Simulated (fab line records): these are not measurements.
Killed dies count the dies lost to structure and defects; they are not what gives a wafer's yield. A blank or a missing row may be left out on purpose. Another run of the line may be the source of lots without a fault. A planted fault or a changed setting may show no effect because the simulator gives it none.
What tool caused it? | flow sky130 | 10 lots, 30 wafers sampled, at 6 steps of a route of 708

## WHAT THE GAUGES READ, wafer by wafer
SKY_LI_CONTACT_BOW_MEAS_03. Usual: LI_CONTACT_BOW typically reads 55 um, with standard deviation 7.2.
lot  | measured     | on            | LI_CONTACT_BOW (um) | flag
L243 | day 28 21:06 | film metro-03 | 59 53 67            |
L247 | day 30 14:11 | film metro-02 | 54 48 59            |
L251 | day 32 04:19 | film metro-04 | 53 49 50            |
L253 | day 34 07:32 | film metro-03 | 64 52 62            |
L255 | day 34 08:27 | film metro-02 | 43 62 47            |
L258 | day 34 08:38 | film metro-03 | 51 37 53            |
L259 | day 34 09:46 | film metro-02 | 57 47 57            |
L261 | day 35 04:38 | film metro-03 | 59 53 69            |
L263 | day 36 00:52 | film metro-04 | 55 50 59            |
L264 | day 36 06:06 | film metro-03 | 53 68 60            |

SKY_LI_CONTACT_RS_MEAS_22: measures by four-point-probe. Usual: LI_CONTACT_W_RS typically reads 0.2860 ohm/sq, with standard deviation 0.0027.
lot  | measured     | on            | LI_CONTACT_W_RS (ohm/sq) | flag
L243 | day 30 02:31 | film metro-04 | 0.2861 0.2852 0.2885     |
L247 | day 31 19:11 | film metro-04 | 0.3097 0.3060 0.3099     | OFF
L251 | day 33 06:49 | film metro-02 | 0.3114 0.3050 0.3059     | OFF
L253 | day 35 09:24 | film metro-03 | 0.2903 0.2899 0.2883     |
L255 | day 35 10:50 | film metro-02 | 0.2814 0.2824 0.2796     |
L258 | day 35 11:13 | film metro-04 | 0.2877 0.2876 0.2857     |
L259 | day 35 12:06 | film metro-02 | 0.2865 0.2856 0.2824     |
L261 | day 36 06:00 | film metro-02 | 0.2867 0.2848 0.2874     |
L263 | day 37 03:18 | film metro-02 | 0.2897 0.2901 0.2884     |
L264 | day 37 08:04 | film metro-04 | 0.2872 0.2869 0.2865     |

SKY_LI_CONTACT_THK_MEAS_23: measures by xrf. Usual: LI_CONTACT_W_THK typically reads 404 nm, with standard deviation 4.9.
lot  | measured     | on            | LI_CONTACT_W_THK (nm) | flag
L243 | day 30 02:37 | film metro-04 | 410 410 402           |
L247 | day 31 19:19 | film metro-04 | 371 380 371           | OFF
L251 | day 33 06:56 | film metro-02 | 370 378 375           | OFF
L253 | day 35 09:31 | film metro-03 | 393 396 398           |
L255 | day 35 10:57 | film metro-02 | 407 405 409           |
L258 | day 35 11:19 | film metro-04 | 406 408 408           |
L259 | day 35 12:13 | film metro-02 | 401 402 406           |
L261 | day 36 06:07 | film metro-02 | 396 397 397           |
L263 | day 37 03:25 | film metro-02 | 402 397 399           |
L264 | day 37 08:11 | film metro-04 | 409 410 411           |

## WHAT TOOL EACH LOT RAN ON (gives the tool, then ch and the chambers of the sampled wafers, and finally the start)
lot  | SKY_POLY_CUT_ETCH_11               | SKY_LI_CONTACT_SPUTTER_20    | SKY_LI_CONTACT_CVD_21
L243 | rie diel-02 ch 1,2, day 25 03:39   | pvd sputter-04, day 30 02:18 | cvd w-01 ch 0,1, day 30 02:22
L247 | rie diel-03 ch 0,1,2, day 26 20:13 | pvd sputter-02, day 31 19:00 | cvd w-01 ch 0,1, day 31 19:04
L251 | rie diel-01 ch 0,1,3, day 28 13:55 | pvd sputter-03, day 33 06:38 | cvd w-01 ch 0,1, day 33 06:42
L253 | rie diel-03 ch 0,3, day 31 00:30   | pvd sputter-02, day 35 09:13 | cvd w-02 ch 0,1, day 35 09:17
L255 | rie diel-01 ch 1,2, day 31 00:40   | pvd sputter-03, day 35 10:38 | cvd w-01 ch 0,1, day 35 10:42
L258 | rie diel-02 ch 0,2,3, day 31 01:43 | pvd sputter-02, day 35 11:00 | cvd w-02 ch 0,1, day 35 11:04
L259 | rie diel-01 ch 2,3, day 31 03:45   | pvd sputter-02, day 35 11:53 | cvd w-02 ch 0,1, day 35 11:57
L261 | rie diel-02 ch 0,1,3, day 31 23:48 | pvd sputter-02, day 36 05:49 | cvd w-02 ch 0,1, day 36 05:53
L263 | rie diel-01 ch 0,3, day 32 21:07   | pvd sputter-04, day 37 03:07 | cvd w-02 ch 0,1, day 37 03:10
L264 | rie diel-01 ch 1,2, day 33 02:36   | pvd sputter-02, day 37 07:46 | cvd w-02 ch 1, day 37 07:49
- SKY_POLY_CUT_ETCH_11: etches Si3N4 in CF4/CH2F2/Ar, stops on poly-Si, time 42.5 s, target depth 60 nm.
- SKY_LI_CONTACT_SPUTTER_20: material TiN, target thk 20 nm, time 80 s.
- SKY_LI_CONTACT_CVD_21: deposits W, target thk 400 nm, time 120.56 s.

## AS READ BY THE TOOLS THEMSELVES (means over the sampled wafers that have a number; for cases with no such wafer, the mark the record gives instead)
SKY_POLY_CUT_ETCH_11. Usual: drypump motor current A 5.7 A, standard deviation 0.53; oes product au 0.829 a.u., standard deviation 0.0068; throttle valve pct 14.994 %, standard deviation 0.009.
lot  | tool        | drypump motor current A (A) | oes product au (a.u.) | throttle valve pct (%) | flag
L243 | rie diel-02 | 5.8                         | 0.834                 | 15.003                 |
L247 | rie diel-03 | 5.9                         | 0.832                 | 14.988                 |
L251 | rie diel-01 | 5.6                         | 0.828                 | 14.990                 |
L253 | rie diel-03 | 5.4                         | 0.829                 | 14.997                 |
L255 | rie diel-01 | 5.8                         | 0.824                 | 15.000                 |
L258 | rie diel-02 | 5.5                         | 0.822                 | 14.992                 |
L259 | rie diel-01 | 6.3                         | 0.834                 | 14.996                 |
L261 | rie diel-02 | 5.8                         | 0.825                 | 14.998                 |
L263 | rie diel-01 | 6.1                         | 0.826                 | 14.988                 |
L264 | rie diel-01 | 5.3                         | 0.825                 | 14.986                 |

SKY_LI_CONTACT_SPUTTER_20. Usual: throttle valve pct reads 30.0 % (standard deviation 1.1).
lot  | tool           | throttle valve pct (%) | flag
L243 | pvd sputter-04 | 29.9                   |
L247 | pvd sputter-02 | 29.4                   |
L251 | pvd sputter-03 | 29.7                   |
L253 | pvd sputter-02 | 29.4                   |
L255 | pvd sputter-03 | 30.2                   |
L258 | pvd sputter-02 | 29.2                   |
L259 | pvd sputter-02 | 29.2                   |
L261 | pvd sputter-02 | 29.4                   |
L263 | pvd sputter-04 | 29.4                   |
L264 | pvd sputter-02 | 30.4                   |

SKY_LI_CONTACT_CVD_21. Usual: chamber pressure Torr 40.00 Torr, standard deviation 0.078; heater power w 836 W, standard deviation 78; susceptor temp C 400.00 C, standard deviation 0.22.
lot  | tool     | chamber pressure Torr (Torr) | heater power w (W) | susceptor temp C (C) | flag
L243 | cvd w-01 | 39.95                        | 778                | 399.91               |
L247 | cvd w-01 | 39.91                        | 749                | 395.71               | OFF
L251 | cvd w-01 | 39.98                        | 760                | 395.49               | OFF
L253 | cvd w-02 | 39.96                        | 909                | 399.97               |
L255 | cvd w-01 | 40.04                        | 768                | 400.11               |
L258 | cvd w-02 | 40.07                        | 892                | 399.95               |
L259 | cvd w-02 | 39.92                        | 838                | 399.75               |
L261 | cvd w-02 | 40.00                        | 887                | 399.77               |
L263 | cvd w-02 | 40.05                        | 896                | 400.17               |
L264 | cvd w-02 | 40.08                        | 801                | 400.28               |

## THE ANSWER, worked out from the rows above alone
Rule: a lot counts as off when the mean over its wafers that have a number is more than 3 standard deviations away from the usual mean. A lot without any number at a reading at which 4 lots or more have one is off too. The other lots that the step has rows for count as sound. First the gauges in route order, then the tools' own readings, where a lot's mean is used as printed above. At the first step where some lot is off, the reading lying furthest off is the one used; lots without a number count as furthest.
Off: L247, L251, seen at SKY_LI_CONTACT_RS_MEAS_22 (LI_CONTACT_W_RS).
If a tool, at a process step before that reading, ran all the lots that are off and no sound lot after the first of them, it fits. The gauges at SKY_LI_CONTACT_RS_MEAS_22 aren't tried: what is off there is off at SKY_LI_CONTACT_CVD_21 too, on other tools, and a gauge's error can't cause that. Not one of the candidates tried fits.

## WHAT THE SIMULATOR HAD INSERTED
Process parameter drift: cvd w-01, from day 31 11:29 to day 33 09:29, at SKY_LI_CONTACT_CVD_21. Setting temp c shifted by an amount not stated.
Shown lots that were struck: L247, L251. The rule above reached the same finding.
